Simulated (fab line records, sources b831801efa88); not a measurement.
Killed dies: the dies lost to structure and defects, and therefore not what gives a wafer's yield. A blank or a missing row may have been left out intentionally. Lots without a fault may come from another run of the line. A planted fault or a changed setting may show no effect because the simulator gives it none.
Which tool is to blame? + flow gf180mcu + 36 wafers from 12 lots sampled at 6 of the route's 602 steps

## WHAT THE GAUGES SHOWED, per wafer
GF_STI_CD_MEAS_12: target cd 220 nm. Usual: cd-nm 220.0 nm, standard deviation 1.1.
| lot  | measured    | on        | cd-nm (nm)        | flag |
|------|-------------|-----------|-------------------|------|
| L360 | day 2 04:24 | cd-sem-01 | 217.2 218.1 216.6 |      |
| L361 | day 2 07:38 | cd-sem-02 | 221.6 220.7 219.7 |      |
| L363 | day 2 17:29 | cd-sem-02 | 220.0 220.1 219.4 |      |
| L365 | day 3 04:13 | cd-sem-01 | 220.3 220.2 221.6 |      |
| L366 | day 3 08:10 | cd-sem-01 | 220.1 221.1 220.7 |      |
| L367 | day 3 13:18 | cd-sem-02 | 219.8 218.7 219.1 |      |
| L368 | day 3 19:44 | cd-sem-02 | 218.4 217.5 217.0 |      |
| L370 | day 4 04:49 | cd-sem-02 | 219.7 220.7 220.2 |      |
| L372 | day 4 14:57 | cd-sem-02 | 219.7 218.0 220.1 |      |
| L380 | day 6 14:51 | cd-sem-01 | 221.7 220.2 220.7 |      |
| L382 | day 6 23:06 | cd-sem-02 | 220.4 219.4 220.2 |      |
| L383 | day 7 01:35 | cd-sem-02 | 219.3 220.0 218.8 |      |

GF_LVPWELL_TW_MEAS_11. Usual: LVPWELL_TW typically reads 559, with standard deviation 4.8.
| lot  | measured    | on            | LVPWELL_TW  | flag |
|------|-------------|---------------|-------------|------|
| L360 | day 3 23:45 | film-metro-04 | 560 563 563 |      |
| L361 | day 4 04:48 | film-metro-04 | 563 565 564 |      |
| L363 | day 4 12:55 | film-metro-01 | 562 561 556 |      |
| L365 | day 5 03:07 | film-metro-02 | 551 551 550 |      |
| L366 | day 5 07:31 | film-metro-01 | 565 565 561 |      |
| L367 | day 5 12:21 | film-metro-01 | 621 619 619 | OFF  |
| L368 | day 5 18:34 | film-metro-01 | 620 618 618 | OFF  |
| L370 | day 6 05:47 | film-metro-01 | 561 564 564 |      |
| L372 | day 6 13:00 | film-metro-01 | 614 615 617 | OFF  |
| L380 | day 8 21:15 | film-metro-04 | 559 562 564 |      |
| L382 | day 9 06:11 | film-metro-02 | 553 552 551 |      |
| L383 | day 9 09:16 | film-metro-02 | 553 551 557 |      |

GF_VT_IMPLANT_RS_MEAS_48: a four-point-probe measurement. Usual: LVPWELL_RS typically reads 1196.5 ohm/sq, with standard deviation 2.7.
| lot  | measured     | on            | LVPWELL_RS (ohm/sq)  | flag |
|------|--------------|---------------|----------------------|------|
| L360 | day 7 14:38  | film-metro-02 | 1192.4 1194.7 1198.3 |      |
| L361 | day 7 22:01  | film-metro-01 | 1200.7 1195.3 1200.5 |      |
| L363 | day 8 06:43  | film-metro-04 | 1195.2 1192.5 1196.0 |      |
| L365 | day 8 23:05  | film-metro-02 | 1200.9 1199.5 1200.3 |      |
| L366 | day 9 04:55  | film-metro-04 | 1194.9 1195.4 1196.3 |      |
| L367 | day 9 10:47  | film-metro-04 | 1397.7 1398.5 1397.0 | OFF  |
| L368 | day 9 19:52  | film-metro-02 | 1401.3 1403.6 1401.6 | OFF  |
| L370 | day 10 08:47 | film-metro-02 | 1197.1 1197.2 1194.6 |      |
| L372 | day 10 19:41 | film-metro-01 | 1407.8 1406.6 1411.2 | OFF  |
| L380 | day 13 12:17 | film-metro-04 | 1198.6 1196.4 1194.7 |      |
| L382 | day 14 01:17 | film-metro-04 | 1194.9 1191.3 1194.5 |      |
| L383 | day 14 04:22 | film-metro-04 | 1193.7 1194.6 1192.6 |      |

GF_POLY_GATE_THK_MEAS_01. Usual: POLY_GATE_CVD_00_THK typically reads 200.3 nm, with standard deviation 2.
| lot  | measured     | on            | POLY_GATE_CVD_00_THK (nm) | flag |
|------|--------------|---------------|---------------------------|------|
| L360 | day 8 14:33  | film-metro-03 | 203.6 202.4 203.6         |      |
| L361 | day 8 21:55  | film-metro-04 | 198.8 196.9 196.9         |      |
| L363 | day 9 05:25  | film-metro-03 | 201.3 201.9 201.0         |      |
| L365 | day 9 22:31  | film-metro-01 | 200.6 200.3 200.9         |      |
| L366 | day 10 04:02 | film-metro-04 | 202.5 203.1 202.5         |      |
| L367 | day 10 09:11 | film-metro-03 | 199.3 200.1 198.8         |      |
| L368 | day 10 18:54 | film-metro-03 | 202.2 200.4 200.0         |      |
| L370 | day 11 10:58 | film-metro-04 | 198.8 199.5 200.2         |      |
| L372 | day 12 02:04 | film-metro-04 | 202.9 202.2 201.5         |      |
| L380 | day 14 15:38 | film-metro-04 | 199.9 199.4 198.4         |      |
| L382 | day 15 03:52 | film-metro-03 | 199.2 198.3 201.3         |      |
| L383 | day 15 09:08 | film-metro-03 | 203.4 203.6 202.9         |      |

## WHAT TOOL EACH LOT RAN ON (gives the tool, then ch and the chambers of the sampled wafers, and finally the start)
| lot  | GF_STI_STRIP_15                     | GF_LVPWELL_IMPLANT_08          |
|------|-------------------------------------|--------------------------------|
| L360 | plasma-asher-04 ch 1, day 2 04:40   | implanter-03 ch 0, day 3 23:21 |
| L361 | plasma-asher-02 ch 0,1, day 2 07:53 | implanter-04 ch 0, day 4 04:25 |
| L363 | plasma-asher-03 ch 0, day 2 17:44   | implanter-02 ch 0, day 4 12:31 |
| L365 | plasma-asher-04 ch 0,1, day 3 04:29 | implanter-04 ch 0, day 5 02:42 |
| L366 | plasma-asher-03 ch 0,1, day 3 08:25 | implanter-02 ch 0, day 5 07:10 |
| L367 | plasma-asher-02 ch 0,1, day 3 13:34 | implanter-02 ch 0, day 5 11:57 |
| L368 | plasma-asher-02 ch 0, day 3 19:59   | implanter-02 ch 0, day 5 18:10 |
| L370 | plasma-asher-02 ch 0,1, day 4 05:05 | implanter-04 ch 0, day 6 05:23 |
| L372 | plasma-asher-02 ch 0,1, day 4 15:13 | implanter-02 ch 0, day 6 12:36 |
| L380 | plasma-asher-02 ch 0,1, day 6 15:07 | implanter-03 ch 0, day 8 20:51 |
| L382 | plasma-asher-02 ch 0, day 6 23:22   | implanter-04 ch 0, day 9 05:47 |
| L383 | plasma-asher-03 ch 0,1, day 7 01:50 | implanter-02 ch 0, day 9 08:52 |
- GF_STI_STRIP_15: strips in O2/N2.
- GF_LVPWELL_IMPLANT_08

## WHAT THE TOOLS THEMSELVES READ (means of the sampled wafers that have a number; where no wafer has one, the mark that the record gives instead)
GF_STI_STRIP_15. Usual: chamber-pressure-mTorr 1499.9 mTorr, standard deviation 1.4; drypump-motor-current-A 5.87 A, standard deviation 0.21; heater-power-w 369 W, standard deviation 48; oes-product-au 0.384 a.u., standard deviation 0.0046; platen-temp-c 250.03 C, standard deviation 0.16; strip-time-to-endpoint-s 3.73 s, standard deviation 0.049.
| lot  | tool            | chamber-pressure-mTorr (mTorr) | drypump-motor-current-A (A) | heater-power-w (W) | oes-product-au (a.u.) | platen-temp-c (C) | strip-time-to-endpoint-s (s) | flag |
|------|-----------------|--------------------------------|-----------------------------|--------------------|-----------------------|-------------------|------------------------------|------|
| L360 | plasma-asher-04 | 1500.8                         | 5.55                        | 321                | 0.380                 | 249.93            | 3.69                         |      |
| L361 | plasma-asher-02 | 1498.5                         | 5.99                        | 362                | 0.386                 | 250.11            | 3.79                         |      |
| L363 | plasma-asher-03 | 1499.2                         | 5.61                        | 353                | 0.380                 | 250.05            | 3.78                         |      |
| L365 | plasma-asher-04 | 1500.2                         | 5.89                        | 361                | 0.385                 | 250.01            | 3.73                         |      |
| L366 | plasma-asher-03 | 1497.7                         | 5.59                        | 355                | 0.381                 | 249.89            | 3.74                         |      |
| L367 | plasma-asher-02 | 1499.8                         | 5.97                        | 406                | 0.382                 | 249.98            | 3.71                         |      |
| L368 | plasma-asher-02 | 1501.0                         | 5.95                        | 333                | 0.381                 | 249.94            | 3.71                         |      |
| L370 | plasma-asher-02 | 1501.0                         | 5.98                        | 408                | 0.382                 | 250.02            | 3.74                         |      |
| L372 | plasma-asher-02 | 1500.9                         | 6.01                        | 402                | 0.380                 | 250.04            | 3.72                         |      |
| L380 | plasma-asher-02 | 1498.3                         | 5.98                        | 405                | 0.387                 | 250.19            | 3.76                         |      |
| L382 | plasma-asher-02 | 1499.3                         | 5.98                        | 329                | 0.385                 | 250.03            | 3.76                         |      |
| L383 | plasma-asher-03 | 1498.4                         | 5.60                        | 351                | 0.380                 | 249.93            | 3.75                         |      |

GF_LVPWELL_IMPLANT_08. Usual: tilt-deg -0.001 degrees, standard deviation 0.02.
| lot  | tool         | tilt-deg (degrees) | flag |
|------|--------------|--------------------|------|
| L360 | implanter-03 | -0.022             |      |
| L361 | implanter-04 | 0.008              |      |
| L363 | implanter-02 | -0.002             |      |
| L365 | implanter-04 | -0.000             |      |
| L366 | implanter-02 | 0.000              |      |
| L367 | implanter-02 | 4.753              | OFF  |
| L368 | implanter-02 | 4.711              | OFF  |
| L370 | implanter-04 | 0.010              |      |
| L372 | implanter-02 | 4.702              | OFF  |
| L380 | implanter-03 | -0.014             |      |
| L382 | implanter-04 | 0.006              |      |
| L383 | implanter-02 | 0.018              |      |

## THE ANSWER, worked out from the rows above alone
Rule: a lot counts as off when the mean over its wafers that have a number is more than 3 standard deviations away from the usual mean. Also off: a lot with no number at a reading for which 4 or more lots have one. Any other lot the step has rows for is counted as sound. The gauges are gone through in route order, then the tools' own readings, and for those a lot's mean is taken as printed above. At the first step where some lot is off, the reading lying furthest off is the one used; lots without a number count as furthest.
Off: at GF_LVPWELL_TW_MEAS_11 (LVPWELL_TW), L367, L368, L372.
If a tool, at a process step before that reading, ran all the lots that are off and no sound lot after the first of them, it fits. The gauges at GF_LVPWELL_TW_MEAS_11 aren't tried: what is off there is off at GF_LVPWELL_IMPLANT_08 too, on other tools, and a gauge's error can't cause that. Not one of the candidates tried fits.

## WHAT WAS PUT IN BY THE SIMULATOR
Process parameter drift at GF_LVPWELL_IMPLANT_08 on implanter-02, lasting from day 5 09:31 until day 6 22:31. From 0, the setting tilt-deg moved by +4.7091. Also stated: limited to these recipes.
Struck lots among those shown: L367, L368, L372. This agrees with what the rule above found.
